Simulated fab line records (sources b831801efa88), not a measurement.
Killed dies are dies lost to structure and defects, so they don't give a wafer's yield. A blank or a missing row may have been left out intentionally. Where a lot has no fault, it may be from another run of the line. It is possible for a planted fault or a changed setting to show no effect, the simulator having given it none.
Split-lot trial -- flow gf180mcu -- on a route of 602 steps: 5 lots, 23 wafers read

== SPLIT DETAILS ==
At GF_M2_METAL_ETCH_16 (etches the open film in Cl2/BCl3, stops on SiO2, target depth 627.5 nm, time 104.6 s), the setting icp_w was moved away from the recipe's 800 W on 10 of the 23 wafers read, by -10.9% to +10.9%. This setting was run at the recipe's value on the other wafers.

The file shows no step between the split and the reading.

== THE READING ==
oes_product_au, in a.u., at GF_M2_STRIP_17 (strips in O2/N2). A value of 0.559 a.u. with a standard deviation of 0.0042 a.u. is what fault-free wafers of this fab line usually give.

wafer,"tool, chamber at the split","icp_w as run, W",against the recipe,"oes_product_au, a.u.",against lot-mates on the recipe
L075.2,"rie_metal-03, 0",800,recipe,0.563,-
L075.3,"rie_metal-03, 0",800,recipe,0.561,-
L075.4,"rie_metal-03, 0",800,recipe,0.558,-
L077.1,"rie_metal-02, 1",800,recipe,0.558,-
L077.2,"rie_metal-02, 0",800,recipe,0.564,-
L077.3,"rie_metal-02, 0",800,recipe,0.559,-
L077.4,"rie_metal-02, 1",771.9,-3.5%,0.559,-0.001
L077.6,"rie_metal-02, 1",771.9,-3.5%,0.564,+0.004
L080.2,"rie_metal-02, 1",800,recipe,0.563,-
L080.3,"rie_metal-02, 0",800,recipe,0.562,-
L080.4,"rie_metal-02, 1",887,+10.9%,0.551,-0.012
L080.5,"rie_metal-02, 1",800,recipe,0.564,-
L080.6,"rie_metal-02, 0",887,+10.9%,0.548,-0.015
L081.1,"rie_metal-02, 1",712.8,-10.9%,0.571,+0.021
L081.2,"rie_metal-02, 0",712.8,-10.9%,0.570,+0.020
L081.3,"rie_metal-02, 1",800,recipe,0.549,-
L081.5,"rie_metal-02, 0",712.8,-10.9%,0.569,+0.019
L081.6,"rie_metal-02, 1",800,recipe,0.550,-
L082.2,"rie_metal-02, 0",774.6,-3.2%,0.563,+0.006
L082.3,"rie_metal-02, 1",774.6,-3.2%,0.553,-0.004
L082.4,"rie_metal-02, 0",774.6,-3.2%,0.552,-0.005
L082.5,"rie_metal-02, 0",800,recipe,0.555,-
L082.6,"rie_metal-02, 1",800,recipe,0.559,-

FIT RESULTS
A straight line over all 23 wafers: oes_product_au changes by -0.000887 a.u. for each +1% of icp_w; r = -0.71; the points scatter about the line by 0.0048 a.u.
The same after taking each lot's own level away (the mean of its wafers on the recipe; 23 wafers): -0.0015 a.u. for each +1%; r = -0.90; scatter 0.004 a.u.
On that fit, the largest move of icp_w shifts the reading by 0.016 a.u.
From 0.5495 to 0.5630 a.u.: that is the span of the lots' own levels, equal to 3.2 times the standard deviation above.
So the lot-to-lot level blurs the effect unless lot-mates are compared.
Check: for one of the wafers moved furthest among these (-10.9%), held out of the fit, the line's prediction against its lot-mates is +0.0147 a.u. It came out at +0.0215 a.u. against them.

== FURTHER SPLITS ON THESE WAFERS ==
Before the reading, these wafers also passed through other splits. Each is held against what the fit with the lots' levels taken away leaves over:
other split on the same wafers,wafers away from the commonest value,r with oes_product_au (lot level and that fit taken away)
GF_M1_METAL_ETCH_16 time_s,11,-0.23
GF_V1_DEVELOP_13 develop_time_s,8,-0.08
GF_M2_SPUTTER_01 time_s,4,+0.19
GF_M2_SPUTTER_04 time_s,6,+0.25

== THE WHOLE CHAIN: every reading that the file lists as answering this split, in the file's order ==
step,what it does,reading,change (the file's fit),r (the file's)
GF_M2_METAL_ETCH_16,"etches the open film in Cl2/BCl3, stops on SiO2, target depth 627.5 nm, time 104.6 s","KrF_of_M2_COAT_09.thk_nm (the simulator's own value, which no gauge read)",-2.31 nm for each +1% of the setting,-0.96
GF_M2_STRIP_17,strips in O2/N2,oes_product_au,-0.00144 a.u. for each +1% of the setting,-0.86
GF_M2_STRIP_17,strips in O2/N2,strip_time_to_endpoint_s,withheld for each +1% of the setting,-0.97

== FILE'S OWN FIT ==
oes_product_au changes by -0.00144 a.u. for each +1% of icp_w, r = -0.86.
